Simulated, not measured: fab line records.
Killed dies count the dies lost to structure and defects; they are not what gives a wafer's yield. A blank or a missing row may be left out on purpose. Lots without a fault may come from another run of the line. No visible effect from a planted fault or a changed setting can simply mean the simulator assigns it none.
Which of the tools did it? || flow gf180mcu || 13 lots with 39 wafers sampled at 4 steps, on a route of 602 steps

== WHAT EACH GAUGE READ, for each wafer ==
GF_DUAL_GATE_OVL_MEAS_11. Usual: DUAL_GATE_OVL -0.6 nm, standard deviation 1.3.
{"lot": "L205", "measured": "day 8 03:49", "on": "overlay-01", "DUAL_GATE_OVL (nm)": "-1.3 -0.4 -1.3", "flag": ""}
{"lot": "L207", "measured": "day 8 15:36", "on": "overlay-01", "DUAL_GATE_OVL (nm)": "-1.3 -0.9 -0.3", "flag": ""}
{"lot": "L208", "measured": "day 9 04:54", "on": "overlay-02", "DUAL_GATE_OVL (nm)": "1.2 0.7 0.9", "flag": ""}
{"lot": "L211", "measured": "day 10 04:44", "on": "overlay-02", "DUAL_GATE_OVL (nm)": "-1.5 -0.4 -1.5", "flag": ""}
{"lot": "L212", "measured": "day 10 05:01", "on": "overlay-02", "DUAL_GATE_OVL (nm)": "0.6 0.1 -0.8", "flag": ""}
{"lot": "L216", "measured": "day 11 15:03", "on": "overlay-01", "DUAL_GATE_OVL (nm)": "0.7 0.2 -0.8", "flag": ""}
{"lot": "L217", "measured": "day 11 17:03", "on": "overlay-02", "DUAL_GATE_OVL (nm)": "-0.6 -1.2 0.4", "flag": ""}
{"lot": "L220", "measured": "day 13 02:54", "on": "overlay-02", "DUAL_GATE_OVL (nm)": "-0.8 0.2 0.5", "flag": ""}
{"lot": "L222", "measured": "day 13 17:12", "on": "overlay-01", "DUAL_GATE_OVL (nm)": "0.5 -0.7 1.0", "flag": ""}
{"lot": "L223", "measured": "day 13 19:53", "on": "overlay-02", "DUAL_GATE_OVL (nm)": "-1.4 -1.6 -0.1", "flag": ""}
{"lot": "L225", "measured": "day 14 02:52", "on": "overlay-01", "DUAL_GATE_OVL (nm)": "0.8 0.1 0.6", "flag": ""}
{"lot": "L227", "measured": "day 14 20:01", "on": "overlay-01", "DUAL_GATE_OVL (nm)": "0.5 0.6 0.8", "flag": ""}
{"lot": "L228", "measured": "day 15 05:17", "on": "overlay-01", "DUAL_GATE_OVL (nm)": "0.5 -1.5 -0.3", "flag": ""}

GF_NSD_CD_MEAS_07: the cd target is 400 nm. Usual: cd_nm 400.0 nm, standard deviation 2.9.
{"lot": "L205", "measured": "day 13 02:37", "on": "cd_sem-01", "cd_nm (nm)": "401.0 398.5 398.4", "flag": ""}
{"lot": "L207", "measured": "day 13 15:16", "on": "cd_sem-02", "cd_nm (nm)": "399.8 399.7 398.7", "flag": ""}
{"lot": "L208", "measured": "day 14 07:24", "on": "cd_sem-02", "cd_nm (nm)": "397.8 401.0 397.9", "flag": ""}
{"lot": "L211", "measured": "day 15 16:32", "on": "cd_sem-02", "cd_nm (nm)": "399.8 403.0 401.1", "flag": ""}
{"lot": "L212", "measured": "day 15 14:43", "on": "cd_sem-02", "cd_nm (nm)": "399.8 401.4 399.6", "flag": ""}
{"lot": "L216", "measured": "day 17 04:50", "on": "cd_sem-02", "cd_nm (nm)": "403.3 402.3 401.9", "flag": ""}
{"lot": "L217", "measured": "day 17 08:29", "on": "cd_sem-02", "cd_nm (nm)": "400.4 398.8 399.8", "flag": ""}
{"lot": "L220", "measured": "day 19 01:31", "on": "cd_sem-01", "cd_nm (nm)": "403.6 402.6 401.6", "flag": ""}
{"lot": "L222", "measured": "day 19 14:06", "on": "cd_sem-01", "cd_nm (nm)": "404.5 401.2 400.3", "flag": ""}
{"lot": "L223", "measured": "day 19 20:19", "on": "cd_sem-01", "cd_nm (nm)": "402.0 401.5 404.4", "flag": ""}
{"lot": "L225", "measured": "day 20 06:30", "on": "cd_sem-01", "cd_nm (nm)": "395.9 399.3 396.6", "flag": ""}
{"lot": "L227", "measured": "day 21 02:04", "on": "cd_sem-02", "cd_nm (nm)": "403.6 401.8 401.1", "flag": ""}
{"lot": "L228", "measured": "day 21 09:55", "on": "cd_sem-01", "cd_nm (nm)": "401.2 402.7 400.4", "flag": ""}

== EACH LOT AND THE TOOL THAT RAN IT (in order: tool; ch and the chambers of the sampled wafers; start) ==
{"lot": "L205", "GF_MVSD_SOFTBAKE_03": "litho_track-02 ch 0, day 4 03:43", "GF_MVSD_STRIP_10": "plasma_asher-04 ch 0,1, day 4 11:01"}
{"lot": "L207", "GF_MVSD_SOFTBAKE_03": "litho_track-02 ch 0, day 4 14:02", "GF_MVSD_STRIP_10": "plasma_asher-03 ch 0,1, day 4 20:47"}
{"lot": "L208", "GF_MVSD_SOFTBAKE_03": "litho_track-04 ch 0, day 4 20:54", "GF_MVSD_STRIP_10": "plasma_asher-04 ch 0,1, day 5 04:45"}
{"lot": "L211", "GF_MVSD_SOFTBAKE_03": "litho_track-02 ch 0, day 5 13:47", "GF_MVSD_STRIP_10": "plasma_asher-03 ch 0,1, day 5 23:53"}
{"lot": "L212", "GF_MVSD_SOFTBAKE_03": "litho_track-02 ch 0, day 5 17:32", "GF_MVSD_STRIP_10": "plasma_asher-04 ch 0,1, day 6 00:48"}
{"lot": "L216", "GF_MVSD_SOFTBAKE_03": "litho_track-04 ch 0, day 6 21:59", "GF_MVSD_STRIP_10": "plasma_asher-04 ch 0,1, day 7 06:15"}
{"lot": "L217", "GF_MVSD_SOFTBAKE_03": "litho_track-04 ch 0, day 6 22:56", "GF_MVSD_STRIP_10": "plasma_asher-04 ch 0,1, day 7 06:41"}
{"lot": "L220", "GF_MVSD_SOFTBAKE_03": "litho_track-03 ch 0, day 8 02:28", "GF_MVSD_STRIP_10": "plasma_asher-03 ch 0,1, day 8 10:54"}
{"lot": "L222", "GF_MVSD_SOFTBAKE_03": "litho_track-02 ch 0, day 8 13:05", "GF_MVSD_STRIP_10": "plasma_asher-04 ch 0,1, day 8 22:18"}
{"lot": "L223", "GF_MVSD_SOFTBAKE_03": "litho_track-03 ch 0, day 8 15:59", "GF_MVSD_STRIP_10": "plasma_asher-03 ch 0,1, day 9 00:53"}
{"lot": "L225", "GF_MVSD_SOFTBAKE_03": "litho_track-02 ch 0, day 8 20:32", "GF_MVSD_STRIP_10": "plasma_asher-03 ch 0,1, day 9 05:37"}
{"lot": "L227", "GF_MVSD_SOFTBAKE_03": "litho_track-02 ch 0, day 9 11:14", "GF_MVSD_STRIP_10": "plasma_asher-04 ch 0,1, day 9 20:11"}
{"lot": "L228", "GF_MVSD_SOFTBAKE_03": "litho_track-02 ch 0, day 9 17:02", "GF_MVSD_STRIP_10": "plasma_asher-03 ch 0,1, day 10 02:19"}
- GF_MVSD_SOFTBAKE_03
- GF_MVSD_STRIP_10: strips in O2/N2.

== AS READ BY THE TOOLS THEMSELVES (means over the sampled wafers that have a number; for cases with no such wafer, the mark the record gives instead) ==
GF_MVSD_SOFTBAKE_03. Usual: chill_plate_temp_C 23.02 C, standard deviation 0.1; heater_power_total_W 65.29 W, standard deviation 0.12; plate_temp_C 109.95 C, standard deviation 0.12.
{"lot": "L205", "tool": "litho_track-02", "chill_plate_temp_C (C)": 23.01, "heater_power_total_W (W)": 65.37, "plate_temp_C (C)": 109.82, "flag": ""}
{"lot": "L207", "tool": "litho_track-02", "chill_plate_temp_C (C)": 23.11, "heater_power_total_W (W)": 65.25, "plate_temp_C (C)": 110.10, "flag": ""}
{"lot": "L208", "tool": "litho_track-04", "chill_plate_temp_C (C)": 23.05, "heater_power_total_W (W)": 65.18, "plate_temp_C (C)": 109.87, "flag": ""}
{"lot": "L211", "tool": "litho_track-02", "chill_plate_temp_C (C)": 23.09, "heater_power_total_W (W)": 65.23, "plate_temp_C (C)": 109.78, "flag": ""}
{"lot": "L212", "tool": "litho_track-02", "chill_plate_temp_C (C)": 22.97, "heater_power_total_W (W)": 65.27, "plate_temp_C (C)": 109.95, "flag": ""}
{"lot": "L216", "tool": "litho_track-04", "chill_plate_temp_C (C)": 22.97, "heater_power_total_W (W)": 69.44, "plate_temp_C (C)": 115.06, "flag": "OFF"}
{"lot": "L217", "tool": "litho_track-04", "chill_plate_temp_C (C)": 22.93, "heater_power_total_W (W)": 69.37, "plate_temp_C (C)": 115.19, "flag": "OFF"}
{"lot": "L220", "tool": "litho_track-03", "chill_plate_temp_C (C)": 22.99, "heater_power_total_W (W)": 65.23, "plate_temp_C (C)": 109.95, "flag": ""}
{"lot": "L222", "tool": "litho_track-02", "chill_plate_temp_C (C)": 22.97, "heater_power_total_W (W)": 65.27, "plate_temp_C (C)": 109.91, "flag": ""}
{"lot": "L223", "tool": "litho_track-03", "chill_plate_temp_C (C)": 23.16, "heater_power_total_W (W)": 65.23, "plate_temp_C (C)": 109.96, "flag": ""}
{"lot": "L225", "tool": "litho_track-02", "chill_plate_temp_C (C)": 23.10, "heater_power_total_W (W)": 65.29, "plate_temp_C (C)": 109.80, "flag": ""}
{"lot": "L227", "tool": "litho_track-02", "chill_plate_temp_C (C)": 22.99, "heater_power_total_W (W)": 65.37, "plate_temp_C (C)": 109.93, "flag": ""}
{"lot": "L228", "tool": "litho_track-02", "chill_plate_temp_C (C)": 22.99, "heater_power_total_W (W)": 65.32, "plate_temp_C (C)": 110.15, "flag": ""}

GF_MVSD_STRIP_10. Usual: drypump_motor_current_A 5.56 A, standard deviation 0.28; heater_power_w 342 W, standard deviation 23; oes_product_au 0.723 a.u., standard deviation 0.005; strip_time_to_endpoint_s 36.94 s, standard deviation 0.095.
{"lot": "L205", "tool": "plasma_asher-04", "drypump_motor_current_A (A)": 5.41, "heater_power_w (W)": 330, "oes_product_au (a.u.)": 0.723, "strip_time_to_endpoint_s (s)": 37.04, "flag": ""}
{"lot": "L207", "tool": "plasma_asher-03", "drypump_motor_current_A (A)": 5.77, "heater_power_w (W)": 365, "oes_product_au (a.u.)": 0.716, "strip_time_to_endpoint_s (s)": 36.93, "flag": ""}
{"lot": "L208", "tool": "plasma_asher-04", "drypump_motor_current_A (A)": 5.39, "heater_power_w (W)": 315, "oes_product_au (a.u.)": 0.716, "strip_time_to_endpoint_s (s)": 36.96, "flag": ""}
{"lot": "L211", "tool": "plasma_asher-03", "drypump_motor_current_A (A)": 5.65, "heater_power_w (W)": 340, "oes_product_au (a.u.)": 0.718, "strip_time_to_endpoint_s (s)": 36.92, "flag": ""}
{"lot": "L212", "tool": "plasma_asher-04", "drypump_motor_current_A (A)": 5.41, "heater_power_w (W)": 329, "oes_product_au (a.u.)": 0.722, "strip_time_to_endpoint_s (s)": 36.96, "flag": ""}
{"lot": "L216", "tool": "plasma_asher-04", "drypump_motor_current_A (A)": 5.40, "heater_power_w (W)": 331, "oes_product_au (a.u.)": 0.722, "strip_time_to_endpoint_s (s)": 36.39, "flag": "OFF"}
{"lot": "L217", "tool": "plasma_asher-04", "drypump_motor_current_A (A)": 5.41, "heater_power_w (W)": 330, "oes_product_au (a.u.)": 0.718, "strip_time_to_endpoint_s (s)": 36.39, "flag": "OFF"}
{"lot": "L220", "tool": "plasma_asher-03", "drypump_motor_current_A (A)": 5.76, "heater_power_w (W)": 357, "oes_product_au (a.u.)": 0.721, "strip_time_to_endpoint_s (s)": 36.88, "flag": ""}
{"lot": "L222", "tool": "plasma_asher-04", "drypump_motor_current_A (A)": 5.39, "heater_power_w (W)": 319, "oes_product_au (a.u.)": 0.722, "strip_time_to_endpoint_s (s)": 37.08, "flag": ""}
{"lot": "L223", "tool": "plasma_asher-03", "drypump_motor_current_A (A)": 5.64, "heater_power_w (W)": 342, "oes_product_au (a.u.)": 0.725, "strip_time_to_endpoint_s (s)": 37.01, "flag": ""}
{"lot": "L225", "tool": "plasma_asher-03", "drypump_motor_current_A (A)": 5.77, "heater_power_w (W)": 355, "oes_product_au (a.u.)": 0.726, "strip_time_to_endpoint_s (s)": 36.98, "flag": ""}
{"lot": "L227", "tool": "plasma_asher-04", "drypump_motor_current_A (A)": 5.40, "heater_power_w (W)": 322, "oes_product_au (a.u.)": 0.717, "strip_time_to_endpoint_s (s)": 36.93, "flag": ""}
{"lot": "L228", "tool": "plasma_asher-03", "drypump_motor_current_A (A)": 5.76, "heater_power_w (W)": 355, "oes_product_au (a.u.)": 0.726, "strip_time_to_endpoint_s (s)": 36.89, "flag": ""}

== THE ANSWER, worked out from the rows above alone ==
Rule: take the mean of a lot's wafers that have a number; if it is more than 3 standard deviations from the usual mean, the lot is off. A lot without any number at a reading at which 4 lots or more have one is off too. All remaining lots with rows at the step are treated as sound. First the gauges in route order, then the tools' own readings, where a lot's mean is used as printed above. The first step at which some lot is off is used, and at that step the reading that is off furthest; a lot without a number counts as furthest.
Off, at GF_MVSD_SOFTBAKE_03 on plate_temp_C: L216, L217.
A tool fits if, at that step or a process step before it, it ran every lot that is off, and no sound lot after the first of them. One candidate fits, namely litho_track-04 at GF_MVSD_SOFTBAKE_03. Its last sound lot is L208 (day 4 20:54), its first lot that is off L216 (day 6 21:59): a fault that began between those two fits.
The tool's own readings at GF_MVSD_SOFTBAKE_03 bear it out: on the lots that are off they differ by more than 5 times the standard deviation of the sound lots' means. heater_power_total_W reads 69.41 W there against 65.27 W on the sound lots; plate_temp_C reads 115.12 C there against 109.93 C on the sound lots.

== WHAT THE SIMULATOR HAD INSERTED ==
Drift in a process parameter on litho_track-04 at GF_MVSD_SOFTBAKE_03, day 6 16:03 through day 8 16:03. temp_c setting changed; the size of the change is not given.
Shown lots that were struck: L216, L217. This agrees with what the rule above found.
